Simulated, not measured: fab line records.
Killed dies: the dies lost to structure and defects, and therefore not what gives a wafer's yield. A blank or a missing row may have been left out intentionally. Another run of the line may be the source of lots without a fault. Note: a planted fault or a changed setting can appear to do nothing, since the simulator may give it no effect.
Which tool did it? + flow gf180mcu + 14 lots with 42 wafers sampled at 4 steps, on a route of 602 steps

WHAT THE GAUGES READ, wafer by wafer
GF_M4_RS_MEAS_05: the measuring method here is four-point-probe. Usual: M4_ALCU_RS gives 0.0693 ohm/sq (standard deviation 0.00075).
| lot  | measured     | on            | M4_ALCU_RS (ohm/sq)  | flag |
|------|--------------|---------------|----------------------|------|
| L461 | day 23 06:38 | film-metro-02 | 0.0688 0.0682 0.0688 |      |
| L463 | day 23 19:52 | film-metro-04 | 0.0693 0.0683 0.0688 |      |
| L464 | day 24 08:51 | film-metro-02 | 0.0706 0.0699 0.0697 |      |
| L465 | day 24 16:17 | film-metro-01 | 0.0686 0.0691 0.0692 |      |
| L467 | day 25 09:22 | film-metro-02 | 0.0685 0.0690 0.0689 |      |
| L468 | day 25 21:23 | film-metro-02 | 0.0692 0.0691 0.0692 |      |
| L469 | day 26 02:11 | film-metro-04 | 0.0694 0.0697 0.0693 |      |
| L470 | day 26 07:35 | film-metro-02 | 0.0695 0.0696 0.0707 |      |
| L471 | day 26 15:14 | film-metro-04 | 0.0703 0.0697 0.0706 |      |
| L473 | day 27 03:40 | film-metro-02 | 0.0693 0.0696 0.0694 |      |
| L475 | day 27 18:52 | film-metro-02 | 0.0683 0.0684 0.0687 |      |
| L476 | day 28 03:28 | film-metro-01 | 0.0706 0.0708 0.0707 |      |
| L480 | day 29 08:08 | film-metro-04 | 0.0702 0.0703 0.0702 |      |
| L482 | day 29 16:22 | film-metro-01 | 0.0693 0.0693 0.0691 |      |

GF_V4_BOW_MEAS_05. Usual: V4_BOW gives 135 um (standard deviation 10).
| lot  | measured     | on            | V4_BOW (um) | flag |
|------|--------------|---------------|-------------|------|
| L461 | day 24 06:35 | film-metro-01 | 112 120 123 |      |
| L463 | day 24 19:25 | film-metro-01 | 119 123 140 |      |
| L464 | day 25 08:00 | film-metro-01 | 149 150 139 |      |
| L465 | day 25 14:59 | film-metro-04 | 149 137 131 |      |
| L467 | day 26 07:53 | film-metro-03 | 137 138 130 |      |
| L468 | day 26 18:47 | film-metro-01 | 137 134 135 |      |
| L469 | day 27 00:30 | film-metro-03 | 134 147 146 |      |
| L470 | day 27 04:59 | film-metro-01 | 139 140 131 |      |
| L471 | day 27 13:31 | film-metro-03 | 134 140 131 |      |
| L473 | day 28 01:35 | film-metro-01 | 133 133 145 |      |
| L475 | day 28 16:06 | film-metro-04 | 122 124 134 |      |
| L476 | day 29 00:27 | film-metro-03 | 131 142 136 |      |
| L480 | day 30 04:08 | film-metro-04 | 118 123 125 |      |
| L482 | day 30 12:31 | film-metro-03 | 158 151 151 |      |

WHAT TOOL EACH LOT RAN ON (gives the tool, then ch and the chambers of the sampled wafers, and finally the start)
| lot  | GF_STI_WET_ETCH_17             | GF_V3_SPUTTER_22             |
|------|--------------------------------|------------------------------|
| L461 | wet-bench-03 ch 3, day 2 12:05 | pvd-sputter-04, day 23 05:46 |
| L463 | wet-bench-02 ch 1, day 2 21:50 | pvd-sputter-04, day 23 19:01 |
| L464 | wet-bench-02 ch 0, day 3 02:55 | pvd-sputter-01, day 24 07:58 |
| L465 | wet-bench-03 ch 2, day 3 08:02 | pvd-sputter-03, day 24 15:25 |
| L467 | wet-bench-02 ch 3, day 3 18:29 | pvd-sputter-03, day 25 08:31 |
| L468 | wet-bench-03 ch 1, day 4 02:35 | pvd-sputter-04, day 25 20:31 |
| L469 | wet-bench-01 ch 2, day 4 05:08 | pvd-sputter-01, day 26 01:17 |
| L470 | wet-bench-02 ch 3, day 4 10:08 | pvd-sputter-03, day 26 06:44 |
| L471 | wet-bench-03 ch 0, day 4 16:11 | pvd-sputter-01, day 26 14:23 |
| L473 | wet-bench-03 ch 3, day 5 02:02 | pvd-sputter-03, day 27 02:47 |
| L475 | wet-bench-01 ch 1, day 5 11:29 | pvd-sputter-01, day 27 18:01 |
| L476 | wet-bench-03 ch 2, day 5 17:32 | pvd-sputter-03, day 28 02:37 |
| L480 | wet-bench-03 ch 1, day 6 14:54 | pvd-sputter-01, day 29 07:16 |
| L482 | wet-bench-01 ch 2, day 7 00:20 | pvd-sputter-04, day 29 14:48 |
- GF_STI_WET_ETCH_17: etches Si3N4 in H3PO4, target depth 45 nm, time 514 s.
- GF_V3_SPUTTER_22: material TiN, target thk 10 nm, time 40 s.

AS READ BY THE TOOLS THEMSELVES (means over the sampled wafers that have a number; for cases with no such wafer, the mark the record gives instead)
GF_STI_WET_ETCH_17. Usual: run-length-s reads 542 s (standard deviation 3.6).
| lot  | tool         | run-length-s (s) | flag |
|------|--------------|------------------|------|
| L461 | wet-bench-03 | 546              |      |
| L463 | wet-bench-02 | 541              |      |
| L464 | wet-bench-02 | 548              |      |
| L465 | wet-bench-03 | 539              |      |
| L467 | wet-bench-02 | 547              |      |
| L468 | wet-bench-03 | 538              |      |
| L469 | wet-bench-01 | 540              |      |
| L470 | wet-bench-02 | 541              |      |
| L471 | wet-bench-03 | 539              |      |
| L473 | wet-bench-03 | 537              |      |
| L475 | wet-bench-01 | 541              |      |
| L476 | wet-bench-03 | 299              | OFF  |
| L480 | wet-bench-03 | 291              | OFF  |
| L482 | wet-bench-01 | 540              |      |

GF_V3_SPUTTER_22. Usual: cathode-dc-power-W 4000.0 W, standard deviation 0.77; throttle-valve-pct 30.0 %, standard deviation 1.3.
| lot  | tool           | cathode-dc-power-W (W) | throttle-valve-pct (%) | flag |
|------|----------------|------------------------|------------------------|------|
| L461 | pvd-sputter-04 | 3999.9                 | 29.1                   |      |
| L463 | pvd-sputter-04 | 3999.6                 | 30.1                   |      |
| L464 | pvd-sputter-01 | 4000.0                 | 30.9                   |      |
| L465 | pvd-sputter-03 | 4000.3                 | 29.5                   |      |
| L467 | pvd-sputter-03 | 4000.0                 | 29.3                   |      |
| L468 | pvd-sputter-04 | 3999.8                 | 30.0                   |      |
| L469 | pvd-sputter-01 | 4000.1                 | 29.4                   |      |
| L470 | pvd-sputter-03 | 4000.3                 | 29.9                   |      |
| L471 | pvd-sputter-01 | 4000.3                 | 30.3                   |      |
| L473 | pvd-sputter-03 | 3999.6                 | 29.5                   |      |
| L475 | pvd-sputter-01 | 4000.1                 | 30.2                   |      |
| L476 | pvd-sputter-03 | 4000.2                 | 29.6                   |      |
| L480 | pvd-sputter-01 | 3999.5                 | 29.7                   |      |
| L482 | pvd-sputter-04 | 4000.1                 | 29.3                   |      |

THE ANSWER, worked out from the rows above alone
Rule: take the mean of a lot's wafers that have a number; if it is more than 3 standard deviations from the usual mean, the lot is off. Also off: a lot with no number at a reading for which 4 or more lots have one. Any other lot the step has rows for is counted as sound. Order of review: gauges by route order, followed by the tools' own readings, for which a lot's mean as printed above is used. At the first step where some lot is off, the reading lying furthest off is the one used; lots without a number count as furthest.
Off at GF_STI_WET_ETCH_17 (run-length-s): L476, L480.
A tool fits if, at that step or a process step before it, it ran every lot that is off, and no sound lot after the first of them. One fits: wet-bench-03 at GF_STI_WET_ETCH_17. A fault onset in the window from L473 (day 5 02:02, its last sound lot) to L476 (day 5 17:32, its first lot off) fits.
On the lots that are off, the tool's own readings at GF_STI_WET_ETCH_17 differ by more than 5 times the standard deviation of the sound lots' means, which bears it out; run-length-s reads 295 s there versus 541 s on the sound lots.

WHAT HAD BEEN PUT IN BY THE SIMULATOR
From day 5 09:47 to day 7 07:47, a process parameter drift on wet-bench-03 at GF_STI_WET_ETCH_17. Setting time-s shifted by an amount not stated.
Shown lots that were struck: L476, L480. Same finding as the rule above.
